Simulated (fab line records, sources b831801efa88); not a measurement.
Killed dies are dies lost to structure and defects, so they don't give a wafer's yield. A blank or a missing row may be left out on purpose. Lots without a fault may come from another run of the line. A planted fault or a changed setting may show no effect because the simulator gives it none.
Problem report in the 8D (eight disciplines) form, filled by code | flow gf180mcu | the parts of the form that need people (team, actions taken, sign-off) are left out

1. THE PROBLEM
bias_w at GF_M4_METAL_ETCH_16 reads a mean of 209.3 W on 3 wafers of 2 lots; wafers without a fault read 139.9 W with a standard deviation of 0.45. That is +99 or more standard deviations from the usual mean.
The step: etches the open film in Cl2/BCl3, stops on SiO2, target depth 750.8 nm, time 125.1 s.
First seen on wafer L469.4, day 25 12:20, on rie_metal-03. The record holds 34 wafers of 12 lots with a number at this step. Rule for "out", or "out of limits": more than 4 standard deviations from the usual mean. The other wafers with a number count as sound.

2. WHAT IT IS AND WHAT IT IS NOT
question                    | is                     | is not
which readings at this step | bias_w                 | drypump_motor_current_A, throttle_valve_pct
which lots                  | L469, L470             | L463, L464, L466, L479, L480, L481, L482, L484, L485, L486
which wafers of those lots  | L469.4, L469.6, L470.2 | L469.2
read on which tools         | rie_metal-03           | rie_metal-02, rie_metal-04
when                        | from day 25 12:20      | up to then (10 sound wafers); but 21 sound wafers of L479, L480, L481, L482, L484, L485, L486 came after

3. SUSPECTS, AND WHAT RULES EACH OUT
Counting: a tool at a process step up to the reading stays a suspect if it ran every lot that is out. Sound lots after the first of them don't rule it out here, since some wafers of a struck lot are sound.
- rie_metal-03 at GF_M4_METAL_ETCH_16 (etches the open film in Cl2/BCl3, stops on SiO2, target depth 750.8 nm, time 125.1 s): kept. It ran every lot that is out, first L469 (day 25 12:20); its last sound lot up to then is L466 (day 24 04:17). Its own readings are out on those wafers: bias_w.
- Within rie_metal-03 at GF_M4_METAL_ETCH_16: the wafers that are out ran in chamber 1; their sound lot-mates ran in chamber 0.
Left after counting: rie_metal-03 at GF_M4_METAL_ETCH_16.

4. THE CAUSE (what the simulator had put in)
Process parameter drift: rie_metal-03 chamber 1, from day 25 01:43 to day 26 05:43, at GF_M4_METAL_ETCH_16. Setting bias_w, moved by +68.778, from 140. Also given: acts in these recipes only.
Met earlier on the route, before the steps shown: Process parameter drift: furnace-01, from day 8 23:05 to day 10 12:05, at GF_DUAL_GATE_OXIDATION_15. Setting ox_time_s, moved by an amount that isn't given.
Counting left only this tool.

5. THE CHAIN OF EFFECTS, in route order
Each row: a reading whose mean over the struck wafers that have a number lies more than 3 standard deviations from the usual. Only readings for which the record gives a usual standard deviation are gone through. hours: the time from each lot's start at the first step in this table that gives one to its start at this step, as a median over the lots. sigmas: the change in usual standard deviations.
hours | step                | reading                  | usual   | on struck wafers | change | sigmas
0     | GF_M4_METAL_ETCH_16 | bias_w                   | 139.9 W | 209.3            | +69.4  | +99 or more
0     | GF_M4_STRIP_17      | strip_time_to_endpoint_s | 7.40 s  | 7.07             | -0.33  | -6.7
The process steps in it:
- GF_M4_METAL_ETCH_16: etches the open film in Cl2/BCl3, stops on SiO2, target depth 750.8 nm, time 125.1 s.
- GF_M4_STRIP_17: strips in O2/N2.
Later measuring or inspecting steps at which every struck wafer that the step has a row for has a number for every such reading, and none has moved that far: GF_V4_BOW_MEAS_05.

6. WHAT WOULD HAVE CAUGHT IT SOONER
In this record the first reading out of limits was taken at day 25 12:20, 11 hours after the fault began at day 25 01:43.
